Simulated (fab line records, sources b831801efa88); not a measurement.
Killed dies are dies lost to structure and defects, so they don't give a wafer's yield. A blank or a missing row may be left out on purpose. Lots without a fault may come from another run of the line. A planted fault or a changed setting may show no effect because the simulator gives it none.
Problem report in the 8D (eight disciplines) form, filled by code | flow sky130 | the parts of the form that need people (team, actions taken, sign-off) are left out

1. THE PROBLEM
dose_ions_cm2 at SKY_LDD_N_IMPLANT_10 reads a mean of 7.321e+13 on 6 wafers of 2 lots; wafers without a fault read 7.501e+13 with a standard deviation of 9e+10. That is -20 standard deviations from the usual mean.
First seen on wafer L996.1, day 23 16:15, on implanter-02. The record holds 39 wafers of 13 lots with a number at this step. Rule for "out", or "out of limits": more than 4 standard deviations from the usual mean. The other wafers with a number count as sound.

2. WHAT IT IS AND WHAT IT IS NOT
question                    | is                     | is not
which readings at this step | dose_ions_cm2          | -
which lots                  | L996, L997             | L100, L101, L102, L103, L104, L983, L984, L985, L987, L988, L999
which wafers of those lots  | all that have a number | -
read on which tools         | implanter-02           | implanter-01, implanter-04
when                        | from day 23 16:15      | up to then (15 sound wafers); but 18 sound wafers of L100, L101, L102, L103, L104, L999 came after

3. SUSPECTS, AND WHAT RULES EACH OUT
Counting: a tool at a process step up to the reading stays a suspect if it ran every lot that is out and no sound lot after the first of them.
- implanter-02 at SKY_LDD_N_IMPLANT_10: kept. It ran every lot that is out, first L996 (day 23 16:15), and no sound lot after that; its last sound lot up to then is L987 (day 20 02:45). Its own readings are out on those wafers: dose_ions_cm2.
Left after counting: implanter-02 at SKY_LDD_N_IMPLANT_10.

4. THE CAUSE (what the simulator had put in)
Process parameter drift: implanter-02, from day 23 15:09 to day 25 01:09, at SKY_LDD_N_IMPLANT_10. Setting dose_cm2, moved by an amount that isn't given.
Counting left only this tool.

5. THE CHAIN OF EFFECTS, in route order
Each row: a reading whose mean over the struck wafers that have a number lies more than 3 standard deviations from the usual. Only readings for which the record gives a usual standard deviation are gone through. hours: the time from each lot's start at the first step in this table that gives one to its start at this step, as a median over the lots. sigmas: the change in usual standard deviations.
hours | step                 | reading       | usual     | on struck wafers | change     | sigmas
0     | SKY_LDD_N_IMPLANT_10 | dose_ions_cm2 | 7.501e+13 | 7.321e+13        | -1.803e+12 | -20
The process steps in it:
- SKY_LDD_N_IMPLANT_10

6. WHAT WOULD HAVE CAUGHT IT SOONER
In this record the first reading out of limits was taken at day 23 16:15, 1 hour after the fault began at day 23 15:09.
